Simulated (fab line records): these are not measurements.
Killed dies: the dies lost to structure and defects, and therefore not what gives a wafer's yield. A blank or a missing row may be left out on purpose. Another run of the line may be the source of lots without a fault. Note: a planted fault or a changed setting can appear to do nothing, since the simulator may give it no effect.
Which tool is to blame?	flow sky130	24 lots with 72 wafers sampled at 6 steps, on a route of 708 steps

== WHAT EACH GAUGE READ, for each wafer ==
SKY_VIA2_OVL_MEAS_13.
lot	measured	on	VIA2_OVL (nm)
L074	day 36 21:41	overlay-02	0 2 0
L075	day 37 00:29	overlay-01	2 1 0
L076	day 37 12:01	overlay-02	-4 4 -6
L077	day 37 23:01	overlay-01	-2 8 1
L078	day 38 09:07	overlay-01	2 -7 -3
L079	day 38 09:02	overlay-02	5 3 -1
L080	day 38 16:34	overlay-01	13 9 5
L081	day 38 18:15	overlay-01	-3 -3 -9
L082	day 38 21:58	overlay-02	6 -4 2
L083	day 39 13:58	overlay-01	-5 -6 -9
L084	day 39 10:42	overlay-01	5 2 2
L085	day 39 22:14	overlay-02	-11 -2 -1
L086	day 40 00:23	overlay-02	2 -8 6
L087	day 40 00:44	overlay-01	-3 6 -6
L088	day 40 10:32	overlay-02	1 15 9
L089	day 40 14:55	overlay-01	-8 4 -2
L090	day 40 22:10	overlay-02	5 4 4
L091	day 41 01:35	overlay-02	-1 -4 1
L092	day 41 13:23	overlay-02	-2 4 2
L093	day 41 19:22	overlay-01	5 5 0
L094	day 41 23:31	overlay-02	7 8 14
L095	day 42 12:49	overlay-01	1 3 3
L096	day 42 14:05	overlay-02	-10 -9 -7
L097	day 42 20:38	overlay-02	-2 11 -2

== TOOL THAT RAN EACH LOT (tool first, then ch and the chambers of the sampled wafers, then the start) ==
lot	SKY_FIELD_ISO_ETCH_14	SKY_LDD_HVN_STRIP_09	SKY_LI_CONTACT_SPUTTER_20	SKY_METAL1_SPUTTER_02	SKY_METAL1_STRIP_20
L074	rie_diel-04 ch 0,1,3, day 2 07:02	plasma_asher-01 ch 0,1, day 21 02:37	pvd_sputter-04, day 29 21:01	pvd_sputter-02, day 32 07:18	plasma_asher-02 ch 0,1, day 33 10:49
L075	rie_diel-02 ch 0,1,3, day 2 09:13	plasma_asher-02 ch 1, day 21 02:52	pvd_sputter-02, day 30 00:01	pvd_sputter-03, day 32 10:19	plasma_asher-04 ch 0,1, day 33 14:37
L076	rie_diel-03 ch 0,2,3, day 2 15:24	plasma_asher-02 ch 0,1, day 21 14:29	pvd_sputter-02, day 30 10:50	pvd_sputter-01, day 32 22:32	plasma_asher-02 ch 0,1, day 34 02:05
L077	rie_diel-02 ch 0,2, day 2 22:55	plasma_asher-02 ch 0,1, day 22 04:00	pvd_sputter-01, day 30 23:07	pvd_sputter-01, day 33 10:22	plasma_asher-04 ch 0,1, day 34 12:55
L078	rie_diel-03 ch 0,3, day 3 02:09	plasma_asher-03 ch 1, day 22 21:28	pvd_sputter-01, day 31 13:08	pvd_sputter-03, day 33 22:32	plasma_asher-03 ch 0,1, day 35 00:58
L079	rie_diel-02 ch 0,1,2, day 3 09:09	plasma_asher-01 ch 0,1, day 22 20:39	pvd_sputter-01, day 31 11:23	pvd_sputter-03, day 33 21:01	plasma_asher-02 ch 0,1, day 34 23:40
L080	rie_diel-04 ch 2,3, day 3 12:42	plasma_asher-01 ch 1, day 23 04:51	pvd_sputter-02, day 31 20:44	pvd_sputter-01, day 34 06:29	plasma_asher-04 ch 0,1, day 35 09:15
L081	rie_diel-03 ch 1,3, day 3 19:26	plasma_asher-01 ch 0,1, day 23 07:39	pvd_sputter-01, day 31 21:41	pvd_sputter-03, day 34 07:50	plasma_asher-04 ch 0,1, day 35 10:25
L082	rie_diel-04 ch 0,2,3, day 4 01:13	plasma_asher-03 ch 0,1, day 23 11:46	pvd_sputter-04, day 32 03:26	pvd_sputter-03, day 34 11:32	plasma_asher-04 ch 0,1, day 35 14:13
L083	rie_diel-02 ch 0,3, day 4 05:47	plasma_asher-01 ch 0,1, day 24 05:55	pvd_sputter-04, day 32 20:20	pvd_sputter-02, day 35 04:22	plasma_asher-02 ch 0,1, day 36 06:37
L084	rie_diel-02 ch 1,2, day 4 08:22	plasma_asher-03 ch 0,1, day 24 05:03	pvd_sputter-02, day 32 17:53	pvd_sputter-01, day 35 02:05	plasma_asher-02 ch 0,1, day 36 04:44
L085	rie_diel-03 ch 0,1, day 4 13:41	plasma_asher-03 ch 0,1, day 24 17:43	pvd_sputter-04, day 33 04:14	pvd_sputter-01, day 35 12:52	plasma_asher-02 ch 0,1, day 36 15:22
L086	rie_diel-03 ch 0,3, day 4 18:30	plasma_asher-03 ch 0,1, day 24 19:19	pvd_sputter-04, day 33 07:52	pvd_sputter-02, day 35 15:55	plasma_asher-02 ch 0,1, day 36 17:07
L087	rie_diel-03 ch 0,1,3, day 5 01:14	plasma_asher-03 ch 0,1, day 24 22:04	pvd_sputter-02, day 33 08:24	pvd_sputter-01, day 35 16:05	plasma_asher-04 ch 0,1, day 36 17:30
L088	rie_diel-04 ch 0,1,3, day 5 07:29	plasma_asher-01 ch 0,1, day 25 08:37	pvd_sputter-04, day 33 17:24	pvd_sputter-01, day 36 01:24	plasma_asher-04 ch 0,1, day 37 02:37
L089	rie_diel-04 ch 2,3, day 5 11:51	plasma_asher-03 ch 0,1, day 25 14:30	pvd_sputter-02, day 33 22:37	pvd_sputter-01, day 36 06:47	plasma_asher-02 ch 0,1, day 37 09:20
L090	rie_diel-02 ch 0,1,3, day 5 16:26	plasma_asher-02 ch 0,1, day 25 23:40	pvd_sputter-04, day 34 07:59	pvd_sputter-03, day 36 15:08	plasma_asher-04 ch 0,1, day 37 16:06
L091	rie_diel-02 ch 1,2,3, day 5 20:24	plasma_asher-01 ch 0, day 26 04:03	pvd_sputter-01, day 34 10:08	pvd_sputter-02, day 36 17:47	plasma_asher-02 ch 0,1, day 37 19:43
L092	rie_diel-03 ch 0,2,3, day 6 02:22	plasma_asher-01 ch 0,1, day 26 15:22	pvd_sputter-02, day 34 22:19	pvd_sputter-01, day 37 06:02	plasma_asher-04 ch 0,1, day 38 07:24
L093	rie_diel-04 ch 2,3, day 6 07:24	plasma_asher-03 ch 0,1, day 26 21:07	pvd_sputter-04, day 35 04:08	pvd_sputter-01, day 37 12:08	plasma_asher-04 ch 0,1, day 38 13:34
L094	rie_diel-02 ch 0,1,3, day 6 14:46	plasma_asher-03 ch 0,1, day 27 04:39	pvd_sputter-04, day 35 10:05	pvd_sputter-03, day 37 16:46	plasma_asher-02 ch 0,1, day 38 18:17
L095	rie_diel-02 ch 0,1,3, day 6 18:09	plasma_asher-01 ch 0,1, day 27 19:40	pvd_sputter-01, day 36 00:05	pvd_sputter-02, day 38 06:14	plasma_asher-02 ch 0,1, day 39 07:25
L096	rie_diel-04 ch 0,1,3, day 7 00:03	plasma_asher-02 ch 0,1, day 27 21:31	pvd_sputter-01, day 36 00:39	pvd_sputter-01, day 38 07:09	plasma_asher-02 ch 0,1, day 39 08:59
L097	rie_diel-03 ch 0,2,3, day 7 04:01	plasma_asher-02 ch 0,1, day 28 05:25	pvd_sputter-04, day 36 08:22	pvd_sputter-03, day 38 14:38	plasma_asher-03 ch 0,1, day 39 16:15
- SKY_FIELD_ISO_ETCH_14: etches BARC in N2/H2, stops on SiO2, time 45.9 s, target depth 60 nm.
- SKY_LDD_HVN_STRIP_09: strips in O2/N2.
- SKY_LI_CONTACT_SPUTTER_20: material TiN, target thk 20 nm, time 80 s.
- SKY_METAL1_SPUTTER_02: material AlCu, target thk 250 nm, time 13.3 s.
- SKY_METAL1_STRIP_20: strips in O2/N2.

== AS READ BY THE TOOLS THEMSELVES (means over the sampled wafers that have a number; for cases with no such wafer, the mark the record gives instead) ==
SKY_FIELD_ISO_ETCH_14.
lot	tool	drypump_motor_current_A (A)	n2_flow_sccm (sccm)	oes_product_au (a.u.)	throttle_valve_pct (%)
L074	rie_diel-04	5.5	100.4	0.853	13.230
L075	rie_diel-02	5.9	100.1	0.855	13.225
L076	rie_diel-03	6.1	100.2	0.855	13.225
L077	rie_diel-02	6.1	100.1	0.853	13.225
L078	rie_diel-03	6.5	99.5	0.851	13.218
L079	rie_diel-02	5.8	100.2	0.852	13.224
L080	rie_diel-04	5.5	100.0	0.858	13.217
L081	rie_diel-03	6.2	99.5	0.853	13.231
L082	rie_diel-04	5.5	100.0	0.850	13.230
L083	rie_diel-02	6.2	99.7	0.855	13.226
L084	rie_diel-02	5.5	100.0	0.857	13.228
L085	rie_diel-03	6.5	100.1	0.855	13.223
L086	rie_diel-03	6.3	100.1	0.854	13.231
L087	rie_diel-03	6.4	100.0	0.851	13.222
L088	rie_diel-04	5.5	100.0	0.854	13.229
L089	rie_diel-04	5.5	99.9	0.855	13.230
L090	rie_diel-02	5.9	100.1	0.856	13.216
L091	rie_diel-02	5.8	100.1	0.861	13.224
L092	rie_diel-03	6.1	100.0	0.858	13.224
L093	rie_diel-04	5.5	99.9	0.855	13.224
L094	rie_diel-02	5.9	99.7	0.858	13.225
L095	rie_diel-02	5.9	99.9	0.856	13.231
L096	rie_diel-04	5.5	100.2	0.856	13.219
L097	rie_diel-03	6.1	99.8	0.857	13.224

SKY_LDD_HVN_STRIP_09.
lot	tool	drypump_motor_current_A (A)	n2_flow_sccm (sccm)	oes_product_au (a.u.)	strip_time_to_endpoint_s (s)
L074	plasma_asher-01	5.65	300.2	0.406	4.145
L075	plasma_asher-02	6.03	298.8	0.406	4.141
L076	plasma_asher-02	5.81	300.2	0.407	4.131
L077	plasma_asher-02	5.83	300.4	0.407	4.135
L078	plasma_asher-03	5.86	299.7	0.406	4.150
L079	plasma_asher-01	5.66	300.7	0.407	4.147
L080	plasma_asher-01	5.77	299.9	0.411	4.129
L081	plasma_asher-01	5.63	300.5	0.411	4.134
L082	plasma_asher-03	5.38	299.8	0.411	4.132
L083	plasma_asher-01	5.59	298.8	0.407	4.138
L084	plasma_asher-03	5.61	299.6	0.407	4.132
L085	plasma_asher-03	5.62	300.2	0.406	4.136
L086	plasma_asher-03	5.38	299.6	0.408	4.139
L087	plasma_asher-03	5.38	300.1	0.411	4.145
L088	plasma_asher-01	5.64	299.8	0.410	4.132
L089	plasma_asher-03	5.37	300.0	0.404	4.143
L090	plasma_asher-02	5.83	300.7	0.407	4.147
L091	plasma_asher-01	5.56	300.2	0.414	4.165
L092	plasma_asher-01	5.68	300.2	0.407	4.143
L093	plasma_asher-03	5.38	301.1	0.404	4.160
L094	plasma_asher-03	5.38	299.3	0.413	4.145
L095	plasma_asher-01	5.61	299.7	0.408	4.135
L096	plasma_asher-02	5.83	299.3	0.405	4.163
L097	plasma_asher-02	5.82	299.8	0.408	4.128

SKY_LI_CONTACT_SPUTTER_20.
lot	tool	throttle_valve_pct (%)
L074	pvd_sputter-04	30.2
L075	pvd_sputter-02	30.9
L076	pvd_sputter-02	30.7
L077	pvd_sputter-01	29.6
L078	pvd_sputter-01	29.6
L079	pvd_sputter-01	29.8
L080	pvd_sputter-02	30.9
L081	pvd_sputter-01	30.0
L082	pvd_sputter-04	28.9
L083	pvd_sputter-04	29.4
L084	pvd_sputter-02	31.9
L085	pvd_sputter-04	29.5
L086	pvd_sputter-04	29.4
L087	pvd_sputter-02	31.0
L088	pvd_sputter-04	29.9
L089	pvd_sputter-02	30.8
L090	pvd_sputter-04	30.0
L091	pvd_sputter-01	29.6
L092	pvd_sputter-02	31.1
L093	pvd_sputter-04	29.1
L094	pvd_sputter-04	29.4
L095	pvd_sputter-01	29.6
L096	pvd_sputter-01	29.9
L097	pvd_sputter-04	29.9

SKY_METAL1_SPUTTER_02.
lot	tool	throttle_valve_pct (%)
L074	pvd_sputter-02	30.7
L075	pvd_sputter-03	30.0
L076	pvd_sputter-01	29.7
L077	pvd_sputter-01	29.8
L078	pvd_sputter-03	29.2
L079	pvd_sputter-03	28.8
L080	pvd_sputter-01	29.6
L081	pvd_sputter-03	29.1
L082	pvd_sputter-03	28.8
L083	pvd_sputter-02	30.2
L084	pvd_sputter-01	29.8
L085	pvd_sputter-01	30.2
L086	pvd_sputter-02	31.0
L087	pvd_sputter-01	29.8
L088	pvd_sputter-01	29.8
L089	pvd_sputter-01	29.8
L090	pvd_sputter-03	29.2
L091	pvd_sputter-02	31.7
L092	pvd_sputter-01	29.5
L093	pvd_sputter-01	29.4
L094	pvd_sputter-03	29.9
L095	pvd_sputter-02	30.5
L096	pvd_sputter-01	29.9
L097	pvd_sputter-03	29.2

SKY_METAL1_STRIP_20.
lot	tool	drypump_motor_current_A (A)	n2_flow_sccm (sccm)	oes_product_au (a.u.)	strip_time_to_endpoint_s (s)
L074	plasma_asher-02	5.82	299.8	0.343	2.69
L075	plasma_asher-04	5.75	300.7	0.342	2.74
L076	plasma_asher-02	5.62	300.8	0.344	2.73
L077	plasma_asher-04	5.76	300.6	0.345	2.72
L078	plasma_asher-03	5.61	299.0	0.338	2.64
L079	plasma_asher-02	5.82	300.2	0.339	2.73
L080	plasma_asher-04	5.56	301.0	0.344	2.69
L081	plasma_asher-04	5.75	299.4	0.338	2.59
L082	plasma_asher-04	5.57	299.1	0.345	2.69
L083	plasma_asher-02	5.83	299.8	0.337	2.58
L084	plasma_asher-02	5.83	299.5	0.345	2.77
L085	plasma_asher-02	5.82	298.7	0.340	2.71
L086	plasma_asher-02	5.62	302.3	0.342	2.62
L087	plasma_asher-04	5.75	300.2	0.339	2.56
L088	plasma_asher-04	5.57	300.0	0.343	2.72
L089	plasma_asher-02	5.62	300.3	0.345	2.65
L090	plasma_asher-04	5.74	300.4	0.339	2.65
L091	plasma_asher-02	5.62	299.8	0.346	2.74
L092	plasma_asher-04	5.76	300.7	0.342	2.71
L093	plasma_asher-04	5.74	299.8	0.342	2.74
L094	plasma_asher-02	5.82	298.8	0.342	2.68
L095	plasma_asher-02	5.62	299.4	0.335	2.65
L096	plasma_asher-02	5.83	299.9	0.341	2.78
L097	plasma_asher-03	5.62	300.3	0.343	2.67

== THE ANSWER, worked out from the rows above alone ==
Rule: the usual values come from the lots themselves. Put in order of their means at a reading, lots are off if they are a third of the lots or fewer, leave a main group of 4 or more, and stand apart from it by a gap of 3 or more times the standard deviation of the main group's means; of several such gaps the widest counts. A main group is skipped when, at the precision printed for the reading in the tables above, its means are all equal. A lot without any number at a reading at which 4 lots or more have one is off too. All remaining lots with rows at the step are treated as sound. After the gauges, taken in route order, come the tools' own readings; for these a lot's mean is taken, as printed above. The first step at which some lot is off is used, and at that step the reading that is off furthest; a lot without a number counts as furthest.
No lot is off at any reading shown: from this, nothing can be told.

== WHAT HAD BEEN PUT IN BY THE SIMULATOR ==
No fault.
